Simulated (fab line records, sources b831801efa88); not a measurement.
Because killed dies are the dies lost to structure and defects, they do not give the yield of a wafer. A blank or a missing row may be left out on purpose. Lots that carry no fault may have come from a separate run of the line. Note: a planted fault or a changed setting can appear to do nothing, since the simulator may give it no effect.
A struck lot beside a sound one	flow gf180mcu	15 out of 602 route steps
Sound: these wafers, L502.1, L502.2, L502.4. Struck: wafers L492.1, L492.4, L492.6. At the end, the cause is stated.
Each step with rows lists, per side, the tool, then ch with its chambers, then its first start. Under that, the readings that differ: sound wafers	struck wafers	difference of the means	sigmas: that difference in standard deviations of wafers without a fault.
alike: words and numbers the same on both sides, and readings whose means are apart by under 2 such deviations; not compared: readings that were withheld, readings missing a value for some wafer, numbers with overlapping values and no deviation given by the record, and bounds like >300 which may hide the same value.
Wherever a step has rows on one side only, a row that says differs or no value, or a row with sigmas, the two part there. When numbers do not overlap yet have no deviation, they are printed without sigmas and do not part them. Lack of a reading on every wafer of one side parts them only where that side has two or more wafers.

first, 5 steps without rows for these wafers: GF_V5_COAT_09 (resist thk 1000 nm); GF_V5_SOFTBAKE_10 (time 60 s); GF_V5_EXPOSE_11 (exposes mask Via5, target cd 260 nm); GF_V5_PEB_12 (peb time 90 s); GF_V5_DEVELOP_13 (develop time 60 s).
GF_V5_CD_MEAS_14: the cd target is 260 nm.
  sound: cdSem-01 at day 32 23:35; struck: cdSem-01 at day 30 17:40
  alike: cdNm
GF_V5_OVL_MEAS_15:
  sound: overlay-02 at day 32 23:42; struck: overlay-01 at day 30 17:47
  alike: V5_OVL
GF_V5_ETCH_16: etches BARC in N2/H2.
  sound on rieDiel-01 ch 1,2,3, day 32 23:44; struck on rieDiel-04 ch 1,2, day 30 17:50
  alike: drypumpMotorCurrentA, oesProductAu, throttleValvePct
GF_V5_ETCH_17: etches SiO2 in C4F8/O2/Ar, stops on TiN, target depth 855 nm.
  sound: rieDiel-01 ch 1,2,3; struck: rieDiel-04 ch 1,2
  alike: oesProductAu
GF_V5_STRIP_18: strips in O2/N2.
  sound on plasmaAsher-03 ch 0,1, day 32 23:53; struck on plasmaAsher-03 ch 0,1, day 30 17:59
  alike: drypumpMotorCurrentA, heaterPowerW, oesProductAu
  not compared: rfHoursCounterH
then, 2 steps without rows for these wafers: GF_V5_STRIP_19 (strips in post etch residue remover, time 1200 s); GF_V5_CLEAN_20 (cleans in DIW).
GF_V5_SPUTTER_21: material Ti, target thk 15 nm, time 80.02 s.
  sound: pvdSputter-01 at day 33 00:26; struck: pvdSputter-01 at day 30 18:33
reading	sound	struck	difference	sigmas
cathodeDcPowerW (W)	2500.0 2499.5 2499.0	2245.1 2244.7 2244.9	-254.6	-99 or more
model.Ti_of_V5_SPUTTER_21.thkNm (nm)	15.04 15.1 15.13	13.41 13.46 13.4	-1.67	
  alike: throttleValvePct
GF_V5_SPUTTER_22: material TiN, target thk 10 nm, time 40 s.
  sound: pvdSputter-01 at day 33 00:29; struck: pvdSputter-01 at day 30 18:37
  alike: cathodeDcPowerW, throttleValvePct
GF_PASSIVATION_PROBE_99:
  the record has rows for the struck wafers here (prober-01, day 32 09:43) and none for the sound ones

## WHERE THEY PART
Earliest at GF_V5_SPUTTER_21; latest, in this record, at GF_PASSIVATION_PROBE_99.

WHY: the cause the simulator had injected
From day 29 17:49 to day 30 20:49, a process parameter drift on pvdSputter-01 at GF_V5_SPUTTER_21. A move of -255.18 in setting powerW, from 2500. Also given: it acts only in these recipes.
